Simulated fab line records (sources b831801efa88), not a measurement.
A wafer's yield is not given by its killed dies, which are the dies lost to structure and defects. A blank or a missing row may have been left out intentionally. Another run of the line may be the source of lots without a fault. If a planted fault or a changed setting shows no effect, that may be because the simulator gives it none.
What tool caused it? ; flow sky130 ; 7 lots, 21 wafers sampled, at 3 steps of a route of 708

## WHAT EACH GAUGE READ, for each wafer
SKY_METAL1_RS_MEAS_05: measures by four-point-probe.
lot;measured;on;METAL1_ALCU_RS (ohm/sq)
L664;day 32 14:25;filmMetro-02;0.1288 0.1282 0.1271
L666;day 33 13:22;filmMetro-02;0.1275 0.1254 0.1262
L669;day 34 07:08;filmMetro-01;0.1261 0.1261 0.1240
L671;day 35 05:24;filmMetro-02;0.1249 0.1250 0.1254
L673;day 35 16:01;filmMetro-01;8.5670 8.6433 8.6503
L680;day 37 21:03;filmMetro-01;0.1243 0.1259 0.1260
L683;day 38 05:45;filmMetro-04;0.1258 0.1266 0.1279

## EACH LOT AND THE TOOL THAT RAN IT (in order: tool; ch and the chambers of the sampled wafers; start)
lot;SKY_LDD_LDN_STRIP_12;SKY_METAL1_SPUTTER_02
L664;plasmaAsher-01 ch 0,1, day 23 21:53;pvdSputter-01, day 32 14:19
L666;plasmaAsher-04 ch 0,1, day 24 21:17;pvdSputter-02, day 33 13:16
L669;plasmaAsher-01 ch 0,1, day 25 21:55;pvdSputter-04, day 34 07:00
L671;plasmaAsher-01 ch 0,1, day 26 22:14;pvdSputter-01, day 35 05:17
L673;plasmaAsher-03 ch 0,1, day 27 06:41;pvdSputter-04, day 35 15:55
L680;plasmaAsher-04 ch 0,1, day 29 14:23;pvdSputter-02, day 37 20:58
L683;plasmaAsher-03 ch 0,1, day 30 04:47;pvdSputter-02, day 38 05:40
- SKY_LDD_LDN_STRIP_12: strips in O2/N2.
- SKY_METAL1_SPUTTER_02: material AlCu, target thk 250 nm, time 13.3 s.

## THE ANSWER, worked out from the rows above alone
Rule: the lots themselves supply what counts as usual. The widest of any qualifying gaps counts: lots, ordered by their means at a reading, are off when they make up no more than a third of the lots, leave a main group of 4 or more, and stand apart from it by 3 or more times the standard deviation of that group's means. A main group is skipped when, at the precision printed for the reading in the tables above, its means are all equal. A lot without any number at a reading at which 4 lots or more have one is off too. The other lots that the step has rows for count as sound.
Off: at SKY_METAL1_RS_MEAS_05 (METAL1_ALCU_RS), L673. Main group: mean 0.1262 ohm/sq, sd 0.001.
If a tool, at a process step before that reading, ran all the lots that are off and no sound lot after the first of them, it fits. Gauges at SKY_METAL1_RS_MEAS_05: tried the same way as those tools. One fits: pvdSputter-04 at SKY_METAL1_SPUTTER_02. Its last sound lot is L669 (day 34 07:00), its first lot that is off L673 (day 35 15:55): a fault that began between those two fits.

## WHAT THE SIMULATOR PUT IN
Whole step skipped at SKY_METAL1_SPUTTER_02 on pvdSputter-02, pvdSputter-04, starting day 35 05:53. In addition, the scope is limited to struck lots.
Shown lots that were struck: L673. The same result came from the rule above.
